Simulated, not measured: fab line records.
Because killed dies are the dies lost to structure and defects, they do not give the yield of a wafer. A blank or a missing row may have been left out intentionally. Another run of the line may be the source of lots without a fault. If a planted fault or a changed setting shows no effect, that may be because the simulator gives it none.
A single fault, viewed from 2 desks	flow gf180mcu	each desk holds nothing but its own numbers, with what lay behind them at the end

== THE TOOL OWNER'S DESK: rieMetal-03 ==
The tool's own readings at GF_M3_METAL_ETCH_16 (etches the open film in Cl2/BCl3, stops on SiO2, target depth 627.5 nm, time 104.6 s): means of the sampled wafers that have a number, for each lot that ran on this tool. Any lot whose mean is over 4 standard deviations away from the usual mean is out of limits and marked OUT; that distance is given in the brackets.
Columns: A = biasW at GF_M3_METAL_ETCH_16, usual 140.0 W; B = drypumpMotorCurrentA at GF_M3_METAL_ETCH_16, usual 5.8 A; C = oesProductAu at GF_M3_METAL_ETCH_16, usual 0.973 a.u.; D = runLengthS at GF_M3_METAL_ETCH_16, usual 132.9 s; E = throttleValvePct at GF_M3_METAL_ETCH_16, usual 28.248 %
lot	first seen here	A	B	C	D	E
L852	day 21 22:46	140.3	5.7	0.961	133.1	28.263
L856	day 23 08:14	-	5.7	1.015 (+5.7) OUT	126.6 (-7.7) OUT	28.208 (-4.0) OUT
L857	day 23 21:13	-	5.7	1.015 (+5.6) OUT	126.7 (-7.7) OUT	28.205 (-4.3) OUT
L865	day 26 14:29	140.7	5.7	0.979	133.2	28.249
L869	day 27 16:29	140.0	5.7	0.979	133.2	28.249
L870	day 28 06:50	139.8	5.7	0.964	133.4	28.258
L871	day 28 11:28	139.7	5.7	0.974	133.4	28.242
L873	day 28 21:33	139.9	5.7	0.979	133.1	28.247
Finding of this desk: L856, L857 out of limits; the first was L856 at day 23 08:14, on oesProductAu at GF_M3_METAL_ETCH_16. L852, L865, L869, L870, L871, L873 stayed within limits.

== THE METROLOGY DESK ==
What the gauges read for every lot (on any tool): the sampled wafers with a number, averaged. Any lot whose mean is over 4 standard deviations away from the usual mean is out of limits and marked OUT; that distance is given in the brackets.
Columns: A = V2_OVL at GF_V2_OVL_MEAS_15, usual -3 nm
lot	first seen here	A
L850	day 20 07:48	7
L852	day 20 21:20	-4
L855	day 22 05:42	-1
L856	day 22 07:50	-1
L857	day 22 19:21	-5
L865	day 25 15:51	-1
L868	day 26 11:53	0
L869	day 26 18:35	3
L870	day 27 09:11	0
L871	day 27 14:37	-5
L872	day 27 23:56	-6
L873	day 28 00:46	-6
This desk found nothing out of limits on any of the 12 lots.

== TAKEN TOGETHER ==
At day 23 08:14, on L856, L857, the tool owner's desk was in a position to raise an alarm.
Nothing out of limits was seen by the metrology desk.
The metrology desk has L856, L857 on record, within its limits.
On rieMetal-03, each named lot ran GF_M3_METAL_ETCH_16.

== WHAT WAS PUT IN BY THE SIMULATOR ==
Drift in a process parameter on rieMetal-03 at GF_M3_METAL_ETCH_16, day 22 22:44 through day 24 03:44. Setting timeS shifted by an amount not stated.
Struck lots among those shown: L856, L857.
Each desk's first reading out of limits, in hours after the fault started: the tool owner's desk, 10.
